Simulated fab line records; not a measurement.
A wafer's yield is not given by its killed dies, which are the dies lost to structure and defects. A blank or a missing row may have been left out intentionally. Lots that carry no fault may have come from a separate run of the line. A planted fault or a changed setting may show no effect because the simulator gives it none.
Problem report in the 8D (eight disciplines) form, filled by code -- flow gf180mcu -- the parts of the form that need people (team, actions taken, sign-off) are left out

1. THE ISSUE
Across 6 wafers from 2 lots, NSD_RS at GF_PSD_RS_MEAS_14 averages 44.84 ohm/sq, while fault-free wafers read 46.16 ohm/sq with a standard deviation of 0.077. Measured from the usual mean, that is -17 standard deviations.
The step: measures by four-point-probe.
Seen first at day 20 12:55 on film-metro-01, wafer L638.2. The record holds 33 wafers of 11 lots with a number at this step. Rule for "out" (also "out of limits"): further than 4 standard deviations from the usual mean. Any other wafer with a number is counted as sound.

2. WHAT THIS IS AND IS NOT
question,is,is not
which readings at this step,NSD_RS,-
which lots,"L638, L639","L620, L621, L628, L630, L631, L632, L633, L637, L643"
which wafers of those lots,all that have a number,-
read on which gauges,film-metro-01,"film-metro-02, film-metro-03"
when,from day 20 12:55,up to then (24 sound wafers); but 3 sound wafers of L643 came after

3. SUSPECTS, AND WHAT RULES EACH OUT
Counting: any tool at a process step up to the reading is kept as a suspect provided that every lot that is out went through it and no sound lot did after the first of them.
- the gauge at GF_PSD_RS_MEAS_14 has been ruled out. All the wafers that are out were read on film-metro-01, but those of them that GF_NSD_IMPLANT_09 has rows for are out there too, on other tools.
- implanter-03 at GF_NSD_IMPLANT_09: kept. It ran every lot that is out, first L638 (day 19 11:41), and no sound lot after that; its last sound lot up to then is L633 (day 18 06:49). Its own readings are out on those wafers: dose-ions-cm2.
- rtp-anneal-01 at GF_PSD_RTA_13 (time 20 s): ruled out as a lasting fault. After its first lot that is out, L638 (day 20 12:50), sound lots L643 ran on it.
After counting, what remains is implanter-03 at GF_NSD_IMPLANT_09.

4. THE CAUSE (what the simulator had put in)
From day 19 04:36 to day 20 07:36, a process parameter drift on implanter-03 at GF_NSD_IMPLANT_09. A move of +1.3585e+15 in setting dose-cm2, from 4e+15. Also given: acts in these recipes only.
After counting, this tool was the only one left.

5. SEQUENCE OF EFFECTS, ordered by route
One row per reading whose mean, taken over the struck wafers that have a number, lies over 3 standard deviations from the usual. Scope: only readings with a usual standard deviation given in the record; hours: median across lots of the time from each lot's start at the first step in this table that gives one to its start at this step; sigmas: change in usual standard deviations.
hours,step,reading,usual,on struck wafers,change,sigmas
0,GF_NSD_IMPLANT_09,beam-on-s,17.9 s,23.5,+5.6,+3.5
0,GF_NSD_IMPLANT_09,dose-ions-cm2,4e+15,5e+15,+1e+15,+99 or more
0,GF_NSD_STRIP_11,strip-time-to-endpoint-s,22.97 s,23.78,+0.81,+25
25,GF_PSD_RS_MEAS_14,NSD_RS,46.16 ohm/sq,44.84,-1.32,-17
Process steps it contains:
- GF_NSD_IMPLANT_09
- GF_NSD_STRIP_11: strips in O2/N2.

6. WHAT WOULD HAVE CAUGHT IT SOONER
Counted from the fault's start at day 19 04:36, it took 32 hours until the first out-of-limits reading at a measuring or inspecting step in this record, taken at day 20 12:55.
Tool's own readings at GF_NSD_IMPLANT_09, dose-ions-cm2: out on all struck wafers the step has rows for; an alarm limit on them would have tripped on the first.
By day 20 12:55, every lot that is out (2) had started GF_NSD_IMPLANT_09 on implanter-03. Holding the tool at that point would not have protected any of them.
